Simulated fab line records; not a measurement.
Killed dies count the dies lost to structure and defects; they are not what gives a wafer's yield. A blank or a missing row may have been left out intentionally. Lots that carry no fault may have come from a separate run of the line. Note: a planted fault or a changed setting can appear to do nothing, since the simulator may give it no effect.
fab line records :: flow sfq-line
record
  lots=6
  wafers=18
  last-day=85
route steps=325 shown I4@170 JJ@178
lots with no fault: from the same line, run without faults
start-h: hours from the record's first day to the start of the lot's first wafer shown :: wait-h: hours elapsed since this lot's preceding step :: " repeats the value in the row above :: L1.1+2: a row that stands for several wafers :: - value missing, or start not given :: * or withheld: withheld :: < > ~ a bound
route shown NAME@n: a module of which the file shows steps, and the number in the route of the first :: usual: mean and standard deviation over wafers with no fault :: same: alike in all rows :: chamber/n: place in a boat :: sites: the reading at each site :: _std_site: standard deviation across them :: _edge_site: mean of outer sites minus mean of inner sites :: radius-mm: for every site, how far away it sits from the centre of the wafer :: mask NAME#n: copy n :: behind: the tool/chamber that last shaped the wafer :: hold: cause of the lot's hold/its duration in hours/its outcome :: device: names the non-switching transistor (n, p or np) :: end of line: tests run on the same wafers once the route is complete :: where a step has no rows: the recipe by itself :: killed: dies lost to structure and defects at the first sort, not the wafer's yield :: map: a wafer's dies, marking killed ones x, the rest . and places with no die _
set.NAME: the setting as run; set.NAME@STEP: as run at that earlier step :: model.NAME: the simulator's own value behind a step, which no gauge read
certain route steps with their lots: each step a table, each wafer a row
services: a tool's chamber out of use, with start hour (start-h, from the record's first day; less than 0 if before it), hours out, and reason
## steps
# step SFQ_TRILAYER_I4_VIA_LITHO_EXPOSE_104
# recipe
  mask-id=I4
  na=0.6
  source-shape=conventional
  sigma-outer=0.65
  target-cd-nm=700
  dose-mj=21.3
# step SFQ_TRILAYER_I4_VIA_LITHO_PEB_106
# recipe
  peb-temp-c=115
  peb-time-s=60
  resist=KrF
# step SFQ_TRILAYER_I4_VIA_LITHO_DEVELOP_105
# recipe
  time-s=60
  resist=KrF
# step SFQ_I4_OVL_MEAS_928
# usual
  I4_OVL=-2/5.3
lot.wafer: L763.2
tool: overlay-02
chamber: -
start-h: 1125.09
wait-h: 0.1
I4_OVL[nm]: -5

lot.wafer: L763.4
tool: overlay-02
chamber: -
start-h: 1125.09
wait-h: 0.1
I4_OVL[nm]: -8

lot.wafer: L763.5
tool: overlay-02
chamber: -
start-h: 1125.09
wait-h: 0.1
I4_OVL[nm]: -6

lot.wafer: L767.2
tool: overlay-01
chamber: -
start-h: 1138.87
wait-h: 0.1
I4_OVL[nm]: 8

lot.wafer: L767.3
tool: overlay-01
chamber: -
start-h: 1138.87
wait-h: 0.1
I4_OVL[nm]: 7

lot.wafer: L767.5
tool: overlay-01
chamber: -
start-h: 1138.87
wait-h: 0.1
I4_OVL[nm]: 3

lot.wafer: L773.1
tool: overlay-01
chamber: -
start-h: 1189.58
wait-h: 0.1
I4_OVL[nm]: 1

lot.wafer: L773.4
tool: overlay-01
chamber: -
start-h: 1189.58
wait-h: 0.1
I4_OVL[nm]: 1

lot.wafer: L773.6
tool: overlay-01
chamber: -
start-h: 1189.58
wait-h: 0.1
I4_OVL[nm]: 0

lot.wafer: L776.3
tool: overlay-02
chamber: -
start-h: 1195.59
wait-h: 0.1
I4_OVL[nm]: -6

lot.wafer: L776.4
tool: overlay-02
chamber: -
start-h: 1195.59
wait-h: 0.1
I4_OVL[nm]: -1

lot.wafer: L776.6
tool: overlay-02
chamber: -
start-h: 1195.59
wait-h: 0.1
I4_OVL[nm]: -5

lot.wafer: L777.1
tool: overlay-02
chamber: -
start-h: 1196.91
wait-h: 0.1
I4_OVL[nm]: -9

lot.wafer: L777.3
tool: overlay-02
chamber: -
start-h: 1196.91
wait-h: 0.1
I4_OVL[nm]: -9

lot.wafer: L777.5
tool: overlay-02
chamber: -
start-h: 1196.91
wait-h: 0.1
I4_OVL[nm]: -3

lot.wafer: L781.4
tool: overlay-01
chamber: -
start-h: 1221.64
wait-h: 0.1
I4_OVL[nm]: 4

lot.wafer: L781.5
tool: overlay-01
chamber: -
start-h: 1221.64
wait-h: 0.1
I4_OVL[nm]: 0

lot.wafer: L781.6
tool: overlay-01
chamber: -
start-h: 1221.64
wait-h: 0.1
I4_OVL[nm]: 7
# step SFQ_TRILAYER_I4_VIA_BARC_OPEN_VIA_ETCH_146
# recipe
  mask-material=PR
  chemistry=O2
  target-depth-nm=125
  target=BARC
  source-w=500
  bias-w=80
  pressure-mtorr=30
  time-s=41.7
# usual
  drypump-motor-current-A=5.6/0.4
  oes-product-au=0.686/0.004
lot.wafer: L763.2
tool: rie-diel-03
chamber: 3
start-h: 1125.12
wait-h: 0.0
drypump-motor-current-A: 5.1
oes-product-au: 0.688
rf-hours-counter-h: 4

lot.wafer: L763.4
tool: rie-diel-03
chamber: 0
start-h: 1125.12
wait-h: 0.0
drypump-motor-current-A: 5.8
oes-product-au: 0.678
rf-hours-counter-h: 9

lot.wafer: L763.5
tool: rie-diel-03
chamber: 1
start-h: 1125.12
wait-h: 0.0
drypump-motor-current-A: 4.8
oes-product-au: 0.686
rf-hours-counter-h: -

lot.wafer: L767.2
tool: rie-diel-04
chamber: 2
start-h: 1138.90
wait-h: 0.0
drypump-motor-current-A: 5.2
oes-product-au: 0.683
rf-hours-counter-h: 13

lot.wafer: L767.3
tool: rie-diel-04
chamber: 3
start-h: 1138.90
wait-h: 0.0
drypump-motor-current-A: 5.4
oes-product-au: 0.676
rf-hours-counter-h: 12

lot.wafer: L767.5
tool: rie-diel-04
chamber: 2
start-h: 1138.90
wait-h: 0.0
drypump-motor-current-A: 5.2
oes-product-au: 0.691
rf-hours-counter-h: -

lot.wafer: L773.1
tool: rie-diel-04
chamber: 3
start-h: 1189.62
wait-h: 0.0
drypump-motor-current-A: 5.4
oes-product-au: 0.692
rf-hours-counter-h: 13

lot.wafer: L773.4
tool: rie-diel-04
chamber: 1
start-h: 1189.62
wait-h: 0.0
drypump-motor-current-A: 6.0
oes-product-au: 0.689
rf-hours-counter-h: 16

lot.wafer: L773.6
tool: rie-diel-04
chamber: 0
start-h: 1189.62
wait-h: 0.0
drypump-motor-current-A: 5.8
oes-product-au: 0.676
rf-hours-counter-h: -

lot.wafer: L776.3
tool: rie-diel-03
chamber: 0
start-h: 1195.62
wait-h: 0.0
drypump-motor-current-A: 5.9
oes-product-au: 0.677
rf-hours-counter-h: 10

lot.wafer: L776.4
tool: rie-diel-03
chamber: 2
start-h: 1195.62
wait-h: 0.0
drypump-motor-current-A: 6.1
oes-product-au: 0.682
rf-hours-counter-h: -

lot.wafer: L776.6
tool: rie-diel-03
chamber: 3
start-h: 1195.62
wait-h: 0.0
drypump-motor-current-A: 5.1
oes-product-au: 0.681
rf-hours-counter-h: -

lot.wafer: L777.1
tool: rie-diel-02
chamber: 2
start-h: 1196.94
wait-h: 0.0
drypump-motor-current-A: 5.5
oes-product-au: 0.684
rf-hours-counter-h: 11

lot.wafer: L777.3
tool: rie-diel-02
chamber: 1
start-h: 1196.94
wait-h: 0.0
drypump-motor-current-A: 5.8
oes-product-au: 0.684
rf-hours-counter-h: 14

lot.wafer: L777.5
tool: rie-diel-02
chamber: 3
start-h: 1196.94
wait-h: 0.0
drypump-motor-current-A: 5.7
oes-product-au: 0.680
rf-hours-counter-h: -

lot.wafer: L781.4
tool: rie-diel-04
chamber: 3
start-h: 1221.66
wait-h: 0.0
drypump-motor-current-A: 5.4
oes-product-au: 0.690
rf-hours-counter-h: 13

lot.wafer: L781.5
tool: rie-diel-04
chamber: 2
start-h: 1221.66
wait-h: 0.0
drypump-motor-current-A: 5.2
oes-product-au: 0.681
rf-hours-counter-h: -

lot.wafer: L781.6
tool: rie-diel-04
chamber: 1
start-h: 1221.66
wait-h: 0.0
drypump-motor-current-A: 5.9
oes-product-au: 0.690
rf-hours-counter-h: -
# step SFQ_TRILAYER_I4_VIA_ETCH_VIA_ETCH_106
# recipe
  target=SiO2
  stop-on=Nb
  mask-material=PR
  taper-deg=20
  chemistry=CHF3
  target-depth-nm=260
  source-w=500
  bias-w=80
  pressure-mtorr=30
  time-s=withheld
# usual
  drypump-motor-current-A=5.6/0.4
  oes-product-au=0.855/0.0051
lot.wafer: L763.2
tool: rie-diel-03
chamber: 3
start-h: 1125.16
wait-h: 0.0
drypump-motor-current-A: 5.1
oes-product-au: 0.859

lot.wafer: L763.4
tool: rie-diel-03
chamber: 0
start-h: 1125.16
wait-h: 0.0
drypump-motor-current-A: 5.8
oes-product-au: 0.855

lot.wafer: L763.5
tool: rie-diel-03
chamber: 1
start-h: 1125.16
wait-h: 0.0
drypump-motor-current-A: 4.8
oes-product-au: 0.851

lot.wafer: L767.2
tool: rie-diel-04
chamber: 2
start-h: 1138.94
wait-h: 0.0
drypump-motor-current-A: 5.2
oes-product-au: 0.849

lot.wafer: L767.3
tool: rie-diel-04
chamber: 3
start-h: 1138.94
wait-h: 0.0
drypump-motor-current-A: 5.4
oes-product-au: 0.852

lot.wafer: L767.5
tool: rie-diel-04
chamber: 2
start-h: 1138.94
wait-h: 0.0
drypump-motor-current-A: 5.2
oes-product-au: 0.855

lot.wafer: L773.1
tool: rie-diel-04
chamber: 3
start-h: 1189.66
wait-h: 0.0
drypump-motor-current-A: 5.4
oes-product-au: 0.853

lot.wafer: L773.4
tool: rie-diel-04
chamber: 1
start-h: 1189.66
wait-h: 0.0
drypump-motor-current-A: 5.9
oes-product-au: 0.855

lot.wafer: L773.6
tool: rie-diel-04
chamber: 0
start-h: 1189.66
wait-h: 0.0
drypump-motor-current-A: 5.8
oes-product-au: 0.850

lot.wafer: L776.3
tool: rie-diel-03
chamber: 0
start-h: 1195.66
wait-h: 0.0
drypump-motor-current-A: 5.8
oes-product-au: 0.861

lot.wafer: L776.4
tool: rie-diel-03
chamber: 2
start-h: 1195.66
wait-h: 0.0
drypump-motor-current-A: 6.1
oes-product-au: 0.849

lot.wafer: L776.6
tool: rie-diel-03
chamber: 3
start-h: 1195.66
wait-h: 0.0
drypump-motor-current-A: 5.1
oes-product-au: 0.855

lot.wafer: L777.1
tool: rie-diel-02
chamber: 2
start-h: 1196.98
wait-h: 0.0
drypump-motor-current-A: 5.6
oes-product-au: 0.854

lot.wafer: L777.3
tool: rie-diel-02
chamber: 1
start-h: 1196.98
wait-h: 0.0
drypump-motor-current-A: 5.8
oes-product-au: 0.859

lot.wafer: L777.5
tool: rie-diel-02
chamber: 3
start-h: 1196.98
wait-h: 0.0
drypump-motor-current-A: 5.8
oes-product-au: 0.855

lot.wafer: L781.4
tool: rie-diel-04
chamber: 3
start-h: 1221.70
wait-h: 0.0
drypump-motor-current-A: 5.4
oes-product-au: 0.860

lot.wafer: L781.5
tool: rie-diel-04
chamber: 2
start-h: 1221.70
wait-h: 0.0
drypump-motor-current-A: 5.2
oes-product-au: 0.858

lot.wafer: L781.6
tool: rie-diel-04
chamber: 1
start-h: 1221.70
wait-h: 0.0
drypump-motor-current-A: 6.0
oes-product-au: 0.854
# step SFQ_TRILAYER_I4_VIA_STRIP_STRIP_107
# recipe
  gas=O2
  power-w=200
  platen-temp-c=40
  overash-fraction=0.65
  chemistry=O2
  pressure-mtorr=50
# usual
  drypump-motor-current-A=5.6/0.32
  oes-product-au=1.002/0.013
lot.wafer: L763.2
tool: rie-metal-02
chamber: 1
start-h: 1125.70
wait-h: -
drypump-motor-current-A: 6.2
oes-product-au: 1.028
rf-hours-counter-h: -

lot.wafer: L763.4
tool: rie-metal-02
chamber: 1
start-h: 1125.70
wait-h: -
drypump-motor-current-A: 6.2
oes-product-au: 1.027
rf-hours-counter-h: -

lot.wafer: L763.5
tool: rie-metal-02
chamber: 1
start-h: 1125.70
wait-h: -
drypump-motor-current-A: 6.2
oes-product-au: 1.023
rf-hours-counter-h: -

lot.wafer: L767.2
tool: rie-metal-02
chamber: 0
start-h: 1139.05
wait-h: -
drypump-motor-current-A: 5.4
oes-product-au: 1.009
rf-hours-counter-h: 42

lot.wafer: L767.3
tool: rie-metal-02
chamber: 0
start-h: 1139.05
wait-h: -
drypump-motor-current-A: 5.4
oes-product-au: 1.007
rf-hours-counter-h: -

lot.wafer: L767.5
tool: rie-metal-02
chamber: 0
start-h: 1139.05
wait-h: -
drypump-motor-current-A: 5.4
oes-product-au: 1.010
rf-hours-counter-h: -

lot.wafer: L773.1
tool: rie-metal-04
chamber: 1
start-h: 1189.77
wait-h: -
drypump-motor-current-A: 5.6
oes-product-au: 0.980
rf-hours-counter-h: 24

lot.wafer: L773.4
tool: rie-metal-04
chamber: 1
start-h: 1189.77
wait-h: -
drypump-motor-current-A: 5.5
oes-product-au: 0.987
rf-hours-counter-h: -

lot.wafer: L773.6
tool: rie-metal-04
chamber: 1
start-h: 1189.77
wait-h: -
drypump-motor-current-A: 5.6
oes-product-au: 0.989
rf-hours-counter-h: -

lot.wafer: L776.3
tool: rie-metal-04
chamber: 1
start-h: 1195.97
wait-h: -
drypump-motor-current-A: 5.5
oes-product-au: 0.999
rf-hours-counter-h: -

lot.wafer: L776.4
tool: rie-metal-04
chamber: 0
start-h: 1195.97
wait-h: -
drypump-motor-current-A: 5.7
oes-product-au: 0.991
rf-hours-counter-h: -

lot.wafer: L776.6
tool: rie-metal-04
chamber: 0
start-h: 1195.97
wait-h: -
drypump-motor-current-A: 5.7
oes-product-au: 0.997
rf-hours-counter-h: -

lot.wafer: L777.1
tool: rie-metal-01
chamber: 1
start-h: 1197.10
wait-h: -
drypump-motor-current-A: 5.3
oes-product-au: 0.989
rf-hours-counter-h: 137

lot.wafer: L777.3
tool: rie-metal-01
chamber: 1
start-h: 1197.10
wait-h: -
drypump-motor-current-A: 5.3
oes-product-au: 0.993
rf-hours-counter-h: -

lot.wafer: L777.5
tool: rie-metal-01
chamber: 1
start-h: 1197.10
wait-h: -
drypump-motor-current-A: 5.3
oes-product-au: 0.997
rf-hours-counter-h: -

lot.wafer: L781.4
tool: rie-metal-04
chamber: 0
start-h: 1222.02
wait-h: -
drypump-motor-current-A: 5.7
oes-product-au: 0.973
rf-hours-counter-h: -

lot.wafer: L781.5
tool: rie-metal-04
chamber: 0
start-h: 1222.02
wait-h: -
drypump-motor-current-A: 5.7
oes-product-au: 0.964
rf-hours-counter-h: -

lot.wafer: L781.6
tool: rie-metal-04
chamber: 1
start-h: 1222.02
wait-h: -
drypump-motor-current-A: 5.5
oes-product-au: 0.989
rf-hours-counter-h: -
# step SFQ_TRILAYER_I4_VIA_STRIP_SOLV_CLEAN_108
# recipe
  chemistry=NMP
  temp-c=70
  time-s=600
# step SFQ_TRILAYER_JJ_TRILAYER_DEP_PRE_CLEAN_113
# recipe
  gas=Ar
  time-s=22.5
  bias-v=250
# step SFQ_TRILAYER_JJ_TRILAYER_DEP_SPUTTER_109
# recipe
  material=Nb
  base-pressure-pa=1.33e-06
  chamber-pressure-pa=0.1333
  substrate-temp-c=20
  target-thk-nm=150
  power-w=2000
  time-s=100
# usual
  chamber-pressure-pa=0.13329/0.00025
  throttle-valve-pct=29.4/0.8
lot.wafer: L763.2
tool: pvd-sputter-05
chamber: -
start-h: 1126.90
wait-h: 0.0
chamber-pressure-pa: 0.13372
throttle-valve-pct: 30.0

lot.wafer: L763.4
tool: pvd-sputter-05
chamber: -
start-h: 1126.90
wait-h: 0.0
chamber-pressure-pa: 0.13339
throttle-valve-pct: 28.8

lot.wafer: L763.5
tool: pvd-sputter-05
chamber: -
start-h: 1126.90
wait-h: 0.0
chamber-pressure-pa: 0.13377
throttle-valve-pct: 29.9

lot.wafer: L767.2
tool: pvd-sputter-04
chamber: -
start-h: 1139.85
wait-h: 0.0
chamber-pressure-pa: 0.13358
throttle-valve-pct: 29.7

lot.wafer: L767.3
tool: pvd-sputter-04
chamber: -
start-h: 1139.85
wait-h: 0.0
chamber-pressure-pa: 0.13279
throttle-valve-pct: 28.1

lot.wafer: L767.5
tool: pvd-sputter-04
chamber: -
start-h: 1139.85
wait-h: 0.0
chamber-pressure-pa: 0.13338
throttle-valve-pct: 29.9

lot.wafer: L773.1
tool: pvd-sputter-05
chamber: -
start-h: 1190.58
wait-h: 0.0
chamber-pressure-pa: 0.13342
throttle-valve-pct: 29.1

lot.wafer: L773.4
tool: pvd-sputter-05
chamber: -
start-h: 1190.58
wait-h: 0.0
chamber-pressure-pa: 0.13323
throttle-valve-pct: 28.9

lot.wafer: L773.6
tool: pvd-sputter-05
chamber: -
start-h: 1190.58
wait-h: 0.0
chamber-pressure-pa: 0.13282
throttle-valve-pct: 28.7

lot.wafer: L776.3
tool: pvd-sputter-05
chamber: -
start-h: 1196.58
wait-h: 0.0
chamber-pressure-pa: 0.13347
throttle-valve-pct: 29.7

lot.wafer: L776.4
tool: pvd-sputter-05
chamber: -
start-h: 1196.58
wait-h: 0.0
chamber-pressure-pa: 0.13337
throttle-valve-pct: 29.8

lot.wafer: L776.6
tool: pvd-sputter-05
chamber: -
start-h: 1196.58
wait-h: 0.0
chamber-pressure-pa: 0.13342
throttle-valve-pct: 30.0

lot.wafer: L777.1
tool: pvd-sputter-03
chamber: -
start-h: 1197.90
wait-h: 0.0
chamber-pressure-pa: 0.13339
throttle-valve-pct: 30.8

lot.wafer: L777.3
tool: pvd-sputter-03
chamber: -
start-h: 1197.90
wait-h: 0.0
chamber-pressure-pa: 0.13308
throttle-valve-pct: 30.1

lot.wafer: L777.5
tool: pvd-sputter-03
chamber: -
start-h: 1197.90
wait-h: 0.0
chamber-pressure-pa: 0.13366
throttle-valve-pct: 30.3

lot.wafer: L781.4
tool: pvd-sputter-04
chamber: -
start-h: 1222.62
wait-h: 0.0
chamber-pressure-pa: 0.13339
throttle-valve-pct: 29.5

lot.wafer: L781.5
tool: pvd-sputter-04
chamber: -
start-h: 1222.62
wait-h: 0.0
chamber-pressure-pa: 0.13316
throttle-valve-pct: 29.7

lot.wafer: L781.6
tool: pvd-sputter-04
chamber: -
start-h: 1222.62
wait-h: 0.0
chamber-pressure-pa: 0.13301
throttle-valve-pct: 27.8
# step SFQ_TRILAYER_JJ_TRILAYER_DEP_SPUTTER_110
# recipe
  material=Al
  base-pressure-pa=1.33e-06
  target-thk-nm=8
  power-w=500
  time-s=10
  chamber-pressure-pa=0.4
# usual
  chamber-pressure-pa=0.4000/0.00081
  throttle-valve-pct=29.4/0.82
lot.wafer: L763.2
tool: pvd-sputter-05
chamber: -
start-h: 1126.98
wait-h: 0.0
chamber-pressure-pa: 0.3993
throttle-valve-pct: 29.5

lot.wafer: L763.4
tool: pvd-sputter-05
chamber: -
start-h: 1126.98
wait-h: 0.0
chamber-pressure-pa: 0.4001
throttle-valve-pct: 28.5

lot.wafer: L763.5
tool: pvd-sputter-05
chamber: -
start-h: 1126.98
wait-h: 0.0
chamber-pressure-pa: 0.3996
throttle-valve-pct: 29.7

lot.wafer: L767.2
tool: pvd-sputter-04
chamber: -
start-h: 1139.93
wait-h: 0.0
chamber-pressure-pa: 0.3984
throttle-valve-pct: 29.7

lot.wafer: L767.3
tool: pvd-sputter-04
chamber: -
start-h: 1139.93
wait-h: 0.0
chamber-pressure-pa: 0.4003
throttle-valve-pct: 27.8

lot.wafer: L767.5
tool: pvd-sputter-04
chamber: -
start-h: 1139.93
wait-h: 0.0
chamber-pressure-pa: 0.3986
throttle-valve-pct: 29.9

lot.wafer: L773.1
tool: pvd-sputter-05
chamber: -
start-h: 1190.65
wait-h: 0.0
chamber-pressure-pa: 0.3985
throttle-valve-pct: 28.7

lot.wafer: L773.4
tool: pvd-sputter-05
chamber: -
start-h: 1190.65
wait-h: 0.0
chamber-pressure-pa: 0.3987
throttle-valve-pct: 28.6

lot.wafer: L773.6
tool: pvd-sputter-05
chamber: -
start-h: 1190.65
wait-h: 0.0
chamber-pressure-pa: 0.3984
throttle-valve-pct: 28.7

lot.wafer: L776.3
tool: pvd-sputter-05
chamber: -
start-h: 1196.65
wait-h: 0.0
chamber-pressure-pa: 0.4003
throttle-valve-pct: 29.5

lot.wafer: L776.4
tool: pvd-sputter-05
chamber: -
start-h: 1196.65
wait-h: 0.0
chamber-pressure-pa: 0.3997
throttle-valve-pct: 29.8

lot.wafer: L776.6
tool: pvd-sputter-05
chamber: -
start-h: 1196.65
wait-h: 0.0
chamber-pressure-pa: 0.4003
throttle-valve-pct: 29.6

lot.wafer: L777.1
tool: pvd-sputter-03
chamber: -
start-h: 1197.97
wait-h: 0.0
chamber-pressure-pa: 0.4003
throttle-valve-pct: 30.5

lot.wafer: L777.3
tool: pvd-sputter-03
chamber: -
start-h: 1197.97
wait-h: 0.0
chamber-pressure-pa: 0.3983
throttle-valve-pct: 30.0

lot.wafer: L777.5
tool: pvd-sputter-03
chamber: -
start-h: 1197.97
wait-h: 0.0
chamber-pressure-pa: 0.4008
throttle-valve-pct: 30.3

lot.wafer: L781.4
tool: pvd-sputter-04
chamber: -
start-h: 1222.69
wait-h: 0.0
chamber-pressure-pa: 0.4002
throttle-valve-pct: 29.7

lot.wafer: L781.5
tool: pvd-sputter-04
chamber: -
start-h: 1222.69
wait-h: 0.0
chamber-pressure-pa: 0.3999
throttle-valve-pct: 29.8

lot.wafer: L781.6
tool: pvd-sputter-04
chamber: -
start-h: 1222.69
wait-h: 0.0
chamber-pressure-pa: 0.4003
throttle-valve-pct: 27.7
# step SFQ_TRILAYER_JJ_TRILAYER_DEP_AL_OXIDATION_111
# recipe
  pressure-mbar=0.014667
  oxidation-time-s=600
  temperature-k=293
# step SFQ_TRILAYER_JJ_TRILAYER_DEP_SPUTTER_112
# recipe
  material=Nb
  base-pressure-pa=1.33e-06
  chamber-pressure-pa=0.1333
  substrate-temp-c=20
  target-thk-nm=170
  power-w=2000
  time-s=113.3
# usual
  chamber-pressure-pa=0.13327/0.00026
  throttle-valve-pct=29.4/0.82
lot.wafer: L763.2
tool: pvd-sputter-05
chamber: -
start-h: 1128.00
wait-h: 0.5
chamber-pressure-pa: 0.1334
throttle-valve-pct: 29.8

lot.wafer: L763.4
tool: pvd-sputter-05
chamber: -
start-h: 1128.00
wait-h: 0.5
chamber-pressure-pa: 0.13286
throttle-valve-pct: 28.7

lot.wafer: L763.5
tool: pvd-sputter-05
chamber: -
start-h: 1128.00
wait-h: 0.5
chamber-pressure-pa: 0.13329
throttle-valve-pct: 29.8

lot.wafer: L767.2
tool: pvd-sputter-04
chamber: -
start-h: 1140.95
wait-h: 0.5
chamber-pressure-pa: 0.13317
throttle-valve-pct: 29.8

lot.wafer: L767.3
tool: pvd-sputter-04
chamber: -
start-h: 1140.95
wait-h: 0.5
chamber-pressure-pa: 0.13307
throttle-valve-pct: 27.7

lot.wafer: L767.5
tool: pvd-sputter-04
chamber: -
start-h: 1140.95
wait-h: 0.5
chamber-pressure-pa: 0.13303
throttle-valve-pct: 29.7

lot.wafer: L773.1
tool: pvd-sputter-05
chamber: -
start-h: 1191.67
wait-h: 0.5
chamber-pressure-pa: 0.13903
throttle-valve-pct: 27.9

lot.wafer: L773.4
tool: pvd-sputter-05
chamber: -
start-h: 1191.67
wait-h: 0.5
chamber-pressure-pa: 0.13823
throttle-valve-pct: 28.0

lot.wafer: L773.6
tool: pvd-sputter-05
chamber: -
start-h: 1191.67
wait-h: 0.5
chamber-pressure-pa: 0.13867
throttle-valve-pct: 28.2

lot.wafer: L776.3
tool: pvd-sputter-05
chamber: -
start-h: 1197.67
wait-h: 0.5
chamber-pressure-pa: 0.13852
throttle-valve-pct: 29.0

lot.wafer: L776.4
tool: pvd-sputter-05
chamber: -
start-h: 1197.67
wait-h: 0.5
chamber-pressure-pa: 0.13897
throttle-valve-pct: 28.8

lot.wafer: L776.6
tool: pvd-sputter-05
chamber: -
start-h: 1197.67
wait-h: 0.5
chamber-pressure-pa: 0.13893
throttle-valve-pct: 29.3

lot.wafer: L777.1
tool: pvd-sputter-03
chamber: -
start-h: 1198.99
wait-h: 0.5
chamber-pressure-pa: 0.13311
throttle-valve-pct: 30.2

lot.wafer: L777.3
tool: pvd-sputter-03
chamber: -
start-h: 1198.99
wait-h: 0.5
chamber-pressure-pa: 0.13285
throttle-valve-pct: 29.9

lot.wafer: L777.5
tool: pvd-sputter-03
chamber: -
start-h: 1198.99
wait-h: 0.5
chamber-pressure-pa: 0.13273
throttle-valve-pct: 30.4

lot.wafer: L781.4
tool: pvd-sputter-04
chamber: -
start-h: 1223.71
wait-h: 0.5
chamber-pressure-pa: 0.13367
throttle-valve-pct: 29.8

lot.wafer: L781.5
tool: pvd-sputter-04
chamber: -
start-h: 1223.71
wait-h: 0.5
chamber-pressure-pa: 0.13326
throttle-valve-pct: 29.6

lot.wafer: L781.6
tool: pvd-sputter-04
chamber: -
start-h: 1223.71
wait-h: 0.5
chamber-pressure-pa: 0.13318
throttle-valve-pct: 27.9
# step SFQ_JJ_RS_MEAS_929
# recipe
  thk-meas-gauge=four-point-probe
  reads=Nb_of_TRILAYER_JJ_TRILAYER_DEP_SPUTTER_112
# usual
  JJ_NB_RS=1.047/0.013
lot.wafer: L763.2
tool: film-metro-03
chamber: -
start-h: 1128.10
wait-h: 0.1
JJ_NB_RS[ohm/sq]: 1.051

lot.wafer: L763.4
tool: film-metro-03
chamber: -
start-h: 1128.10
wait-h: 0.1
JJ_NB_RS[ohm/sq]: 1.050

lot.wafer: L763.5
tool: film-metro-03
chamber: -
start-h: 1128.10
wait-h: 0.1
JJ_NB_RS[ohm/sq]: 1.058

lot.wafer: L767.2
tool: film-metro-04
chamber: -
start-h: 1141.05
wait-h: 0.1
JJ_NB_RS[ohm/sq]: 1.053

lot.wafer: L767.3
tool: film-metro-04
chamber: -
start-h: 1141.05
wait-h: 0.1
JJ_NB_RS[ohm/sq]: 1.079

lot.wafer: L767.5
tool: film-metro-04
chamber: -
start-h: 1141.05
wait-h: 0.1
JJ_NB_RS[ohm/sq]: 1.054

lot.wafer: L773.1
tool: film-metro-03
chamber: -
start-h: 1191.75
wait-h: 0.0
JJ_NB_RS[ohm/sq]: 1.048

lot.wafer: L773.4
tool: film-metro-03
chamber: -
start-h: 1191.75
wait-h: 0.0
JJ_NB_RS[ohm/sq]: 1.043

lot.wafer: L773.6
tool: film-metro-03
chamber: -
start-h: 1191.75
wait-h: 0.0
JJ_NB_RS[ohm/sq]: 1.038

lot.wafer: L776.3
tool: film-metro-03
chamber: -
start-h: 1197.79
wait-h: 0.1
JJ_NB_RS[ohm/sq]: 1.039

lot.wafer: L776.4
tool: film-metro-03
chamber: -
start-h: 1197.79
wait-h: 0.1
JJ_NB_RS[ohm/sq]: 1.036

lot.wafer: L776.6
tool: film-metro-03
chamber: -
start-h: 1197.79
wait-h: 0.1
JJ_NB_RS[ohm/sq]: 1.038

lot.wafer: L777.1
tool: film-metro-04
chamber: -
start-h: 1199.07
wait-h: 0.0
JJ_NB_RS[ohm/sq]: 1.058

lot.wafer: L777.3
tool: film-metro-04
chamber: -
start-h: 1199.07
wait-h: 0.0
JJ_NB_RS[ohm/sq]: 1.039

lot.wafer: L777.5
tool: film-metro-04
chamber: -
start-h: 1199.07
wait-h: 0.0
JJ_NB_RS[ohm/sq]: 1.059

lot.wafer: L781.4
tool: film-metro-04
chamber: -
start-h: 1223.85
wait-h: 0.1
JJ_NB_RS[ohm/sq]: 1.047

lot.wafer: L781.5
tool: film-metro-04
chamber: -
start-h: 1223.85
wait-h: 0.1
JJ_NB_RS[ohm/sq]: 1.045

lot.wafer: L781.6
tool: film-metro-04
chamber: -
start-h: 1223.85
wait-h: 0.1
JJ_NB_RS[ohm/sq]: 1.077
## services
tool: rie-diel-02
chamber: 2
start-h: 1101.31
hours: 9.8
kind: repair

tool: rie-diel-03
chamber: 2
start-h: 1103.77
hours: 7.6
kind: repair

tool: rie-diel-03
chamber: 3
start-h: 1106.54
hours: 2.4
kind: repair

tool: rie-diel-04
chamber: 0
start-h: 1108.71
hours: 32.3
kind: repair

tool: rie-metal-04
chamber: -
start-h: 1112.83
hours: 39.6
kind: repair

tool: rie-diel-03
chamber: 0
start-h: 1114.30
hours: 4.3
kind: repair

tool: rie-metal-02
chamber: 0
start-h: 1119.61
hours: 12.4
kind: repair

tool: rie-diel-04
chamber: -
start-h: 1133.78
hours: 2.8
kind: pm

tool: rie-diel-03
chamber: -
start-h: 1135.80
hours: 0.3
kind: repair

tool: rie-diel-04
chamber: 2
start-h: 1160.62
hours: 11.7
kind: repair

tool: pvd-sputter-05
chamber: -
start-h: 1167.40
hours: 5.2
kind: repair

tool: rie-diel-03
chamber: 1
start-h: 1172.79
hours: -
kind: clean

tool: rie-diel-03
chamber: 1
start-h: 1172.79
hours: 24.0
kind: scheduled-down

tool: rie-diel-03
chamber: 1
start-h: 1172.79
hours: 24.0
kind: vent-cycle

tool: rie-diel-04
chamber: -
start-h: 1198.14
hours: 0.5
kind: repair

tool: rie-metal-01
chamber: 1
start-h: 1205.47
hours: -
kind: clean

tool: rie-metal-01
chamber: 1
start-h: 1205.47
hours: -
kind: consumable-replace:focus-ring

tool: rie-metal-01
chamber: 1
start-h: 1205.47
hours: 26.4
kind: scheduled-down

tool: rie-metal-01
chamber: 1
start-h: 1205.47
hours: 26.4
kind: vent-cycle

tool: rie-metal-02
chamber: -
start-h: 1220.02
hours: 2.8
kind: pm
## key
first-sign
  step=SFQ_TRILAYER_JJ_TRILAYER_DEP_SPUTTER_112
  reading=chamber-pressure-pa
  direction=up
  sigmas=21
  usual=0.13327
  struck=0.13873
effect none on later readings
met-at SFQ_TRILAYER_JJ_TRILAYER_DEP_SPUTTER_112
struck-wafers L773.1,L773.4,L773.6,L776.3,L776.4,L776.6
onset-between 1128.00 1191.67
fault
  kind=process-parameter-drift
  tool=pvd-sputter-05
  chamber=-
  onset-h=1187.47
  steps=SFQ_TRILAYER_JJ_TRILAYER_DEP_SPUTTER_112
  channel=chamber-pressure-pa
  offset=0.0056106
  shape=step
  end-h=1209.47
  acts-in=these-recipes-only
  stated=0.1333
